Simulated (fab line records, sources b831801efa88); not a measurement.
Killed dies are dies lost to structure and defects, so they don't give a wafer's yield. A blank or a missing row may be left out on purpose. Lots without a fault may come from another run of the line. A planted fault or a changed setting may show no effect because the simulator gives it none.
Which tool did it? | flow sky130 | 13 lots, 39 wafers sampled, at 6 steps of a route of 708

WHAT THE GAUGES READ, wafer by wafer
SKY_FIELD_ISO_THK_MEAS_04.
lot  | measured    | on            | FIELD_ISO_CVD_03_THK (nm)
L835 | day 1 15:01 | film_metro-02 | 167.2 167.6 167.1
L836 | day 1 19:37 | film_metro-02 | 162.6 163.4 162.6
L837 | day 2 00:09 | film_metro-03 | 165.1 165.2 164.4
L840 | day 2 16:26 | film_metro-03 | 165.7 166.8 166.5
L841 | day 2 20:59 | film_metro-03 | 166.7 167.4 166.9
L842 | day 3 03:57 | film_metro-01 | 165.1 165.2 165.2
L845 | day 3 16:20 | film_metro-02 | 168.6 167.4 168.5
L846 | day 3 20:56 | film_metro-03 | 162.6 163.1 161.9
L848 | day 4 06:30 | film_metro-01 | 165.3 166.8 167.0
L852 | day 5 06:02 | film_metro-01 | 167.1 167.1 167.8
L856 | day 6 01:09 | film_metro-02 | 163.3 162.2 162.6
L857 | day 6 05:20 | film_metro-01 | 165.5 165.9 166.4
L858 | day 6 09:32 | film_metro-03 | 163.7 165.4 164.1

SKY_NWELL_THK_MEAS_02.
lot  | measured    | on            | NWELL_OXIDATION_THK (nm)
L835 | day 2 16:13 | film_metro-03 | 9.77 9.59 9.67
L836 | day 2 17:36 | film_metro-01 | 9.59 9.71 9.69
L837 | day 3 02:26 | film_metro-04 | 10.16 10.27 10.27
L840 | day 3 15:14 | film_metro-01 | 9.94 9.89 9.95
L841 | day 3 18:35 | film_metro-03 | 9.79 9.96 9.76
L842 | day 4 01:38 | film_metro-04 | 9.50 9.51 9.61
L845 | day 4 14:54 | film_metro-01 | 10.26 10.13 10.20
L846 | day 5 00:37 | film_metro-03 | 9.81 9.91 9.62
L848 | day 5 14:08 | film_metro-03 | 9.97 9.96 9.95
L852 | day 6 07:26 | film_metro-04 | 10.06 9.79 9.95
L856 | day 7 02:33 | film_metro-03 | 9.99 10.11 10.00
L857 | day 7 09:38 | film_metro-01 | 9.94 9.88 9.88
L858 | day 7 15:07 | film_metro-01 | 10.08 10.13 10.06

SKY_DNWELL_TW_MEAS_09.
lot  | measured    | on            | DNWELL_TW
L835 | day 3 07:53 | film_metro-01 | 1121 1126 1129
L836 | day 3 09:36 | film_metro-03 | 1114 1116 1110
L837 | day 3 17:45 | film_metro-01 | 1122 1117 1123
L840 | day 4 08:10 | film_metro-04 | 1110 1112 1115
L841 | day 4 11:24 | film_metro-01 | 1124 1122 1125
L842 | day 4 18:37 | film_metro-03 | 1119 1109 1115
L845 | day 5 08:34 | film_metro-03 | 1105 1110 1106
L846 | day 5 18:21 | film_metro-04 | 1121 1119 1122
L848 | day 6 08:30 | film_metro-01 | 30 30 30
L852 | day 7 02:51 | film_metro-03 | 1099 1101 1099
L856 | day 7 22:50 | film_metro-04 | 1128 1128 1123
L857 | day 8 05:27 | film_metro-03 | 1102 1100 1107
L858 | day 8 11:25 | film_metro-01 | 1125 1133 1132

SKY_NWELL_TW_MEAS_15.
lot  | measured     | on            | NWELL_TW
L835 | day 4 17:23  | film_metro-04 | 1814 1822 1826
L836 | day 4 20:19  | film_metro-03 | 1822 1825 1812
L837 | day 5 04:30  | film_metro-04 | 1824 1832 1829
L840 | day 5 20:40  | film_metro-03 | 1808 1797 1793
L841 | day 5 21:58  | film_metro-04 | 1815 1823 1830
L842 | day 6 07:29  | film_metro-01 | 1851 1842 1843
L845 | day 6 22:30  | film_metro-04 | 1826 1831 1821
L846 | day 7 08:49  | film_metro-03 | 1795 1796 1797
L848 | day 8 00:10  | film_metro-04 | 1942 1935 1923
L852 | day 8 21:07  | film_metro-03 | 1795 1792 1785
L856 | day 9 18:04  | film_metro-01 | 1840 1842 1849
L857 | day 10 00:40 | film_metro-01 | 1841 1853 1843
L858 | day 10 07:55 | film_metro-01 | 1845 1844 1842

WHICH TOOL RAN EACH LOT (tool, then ch and the chambers of the sampled wafers, then the start)
lot  | SKY_FIELD_ISO_ETCH_15             | SKY_DNWELL_EXPOSE_04
L835 | rie_diel-01 ch 1,2,3, day 2 06:07 | iline_stepper-01 ch 0, day 2 23:51
L836 | rie_diel-03 ch 0,1,3, day 2 10:37 | iline_stepper-02 ch 0, day 3 01:47
L837 | rie_diel-03 ch 0,1,3, day 2 15:08 | iline_stepper-02 ch 0, day 3 09:50
L840 | rie_diel-02 ch 0,1,2, day 3 08:23 | iline_stepper-02 ch 0, day 3 23:59
L841 | rie_diel-03 ch 0,2,3, day 3 12:19 | iline_stepper-02 ch 0, day 4 03:01
L842 | rie_diel-03 ch 1,2,3, day 3 19:55 | iline_stepper-02 ch 0, day 4 09:49
L845 | rie_diel-01 ch 0,1,2, day 4 08:40 | iline_stepper-01 ch 0, day 4 23:52
L846 | rie_diel-03 ch 0,2,3, day 4 14:31 | iline_stepper-01 ch 0, day 5 09:42
L848 | rie_diel-03 ch 0,2,3, day 5 00:20 | iline_stepper-02 ch 0, day 5 23:07
L852 | rie_diel-02 ch 1,2,3, day 5 23:47 | iline_stepper-02 ch 0, day 6 16:55
L856 | rie_diel-03 ch 2,3, day 6 20:10   | iline_stepper-02 ch 0, day 7 12:34
L857 | rie_diel-02 ch 1,2,3, day 7 00:34 | iline_stepper-02 ch 0, day 7 19:07
L858 | rie_diel-01 ch 0,1,2, day 7 05:13 | iline_stepper-02 ch 0, day 8 01:07
- SKY_FIELD_ISO_ETCH_15: etches the open film in CHF3/O2, stops on Si, target depth 180 nm, time 72 s.
- SKY_DNWELL_EXPOSE_04: exposes mask DNM, target cd 3000 nm.

WHAT THE TOOLS THEMSELVES READ (means of the sampled wafers that have a number; where no wafer has one, the mark that the record gives instead)
SKY_FIELD_ISO_ETCH_15.
lot  | tool        | O2_flow_sccm (sccm) | chamber_pressure_mTorr (mTorr) | drypump_motor_current_A (A) | oes_product_au (a.u.) | throttle_valve_pct (%)
L835 | rie_diel-01 | 5.002               | 39.98                          | 5.7                         | 0.955                 | 8.846
L836 | rie_diel-03 | 4.991               | 40.07                          | 5.6                         | 0.935                 | 8.841
L837 | rie_diel-03 | 4.995               | 39.98                          | 5.5                         | 0.943                 | 8.842
L840 | rie_diel-02 | 4.997               | 39.99                          | 5.5                         | 0.948                 | 8.849
L841 | rie_diel-03 | 4.986               | 39.99                          | 5.5                         | 0.955                 | 8.847
L842 | rie_diel-03 | 4.987               | 40.00                          | 5.8                         | 0.945                 | 8.848
L845 | rie_diel-01 | 5.009               | 39.94                          | 5.8                         | 0.959                 | 8.847
L846 | rie_diel-03 | 5.001               | 40.00                          | 5.5                         | 0.937                 | 8.834
L848 | rie_diel-03 | 5.002               | 40.01                          | 5.5                         | 0.948                 | 8.838
L852 | rie_diel-02 | 4.988               | 39.98                          | 5.5                         | 0.955                 | 8.847
L856 | rie_diel-03 | 4.998               | 40.01                          | 5.4                         | 0.938                 | 8.835
L857 | rie_diel-02 | 4.998               | 40.06                          | 5.5                         | 0.949                 | 8.847
L858 | rie_diel-01 | 4.999               | 40.03                          | 5.8                         | 0.944                 | 8.852

SKY_DNWELL_EXPOSE_04.
lot  | tool             | focus_offset_nm (nm)
L835 | iline_stepper-01 | 0.1
L836 | iline_stepper-02 | 0.2
L837 | iline_stepper-02 | -0.2
L840 | iline_stepper-02 | 0.1
L841 | iline_stepper-02 | 0.3
L842 | iline_stepper-02 | 0.1
L845 | iline_stepper-01 | 0.6
L846 | iline_stepper-01 | -0.1
L848 | iline_stepper-02 | 0.3
L852 | iline_stepper-02 | 0.5
L856 | iline_stepper-02 | -0.0
L857 | iline_stepper-02 | -0.4
L858 | iline_stepper-02 | -0.3

THE ANSWER, worked out from the rows above alone
Rule: what is usual is taken from the lots themselves. Put in order of their means at a reading, lots are off if they are a third of the lots or fewer, leave a main group of 4 or more, and stand apart from it by a gap of 3 or more times the standard deviation of the main group's means; of several such gaps the widest counts. A main group whose means are all the same, to the digits that the tables above print for the reading, isn't used. A lot without any number at a reading at which 4 lots or more have one is off too. The other lots that the step has rows for count as sound. The gauges are gone through in route order, then the tools' own readings, and for those a lot's mean is taken as printed above. The first step at which some lot is off is used, and at that step the reading that is off furthest; a lot without a number counts as furthest.
Off: L848, at SKY_DNWELL_TW_MEAS_09 (DNWELL_TW). The main group: mean 1116, standard deviation 9.3.
A tool fits if, at a process step before that reading, it ran every lot that is off, and no sound lot after the first of them. The gauges at SKY_DNWELL_TW_MEAS_09 aren't tried: what is off there is off at SKY_NWELL_TW_MEAS_15 too, on other tools, and a gauge's error can't cause that. None of those tried fits.

WHAT THE SIMULATOR HAD PUT IN
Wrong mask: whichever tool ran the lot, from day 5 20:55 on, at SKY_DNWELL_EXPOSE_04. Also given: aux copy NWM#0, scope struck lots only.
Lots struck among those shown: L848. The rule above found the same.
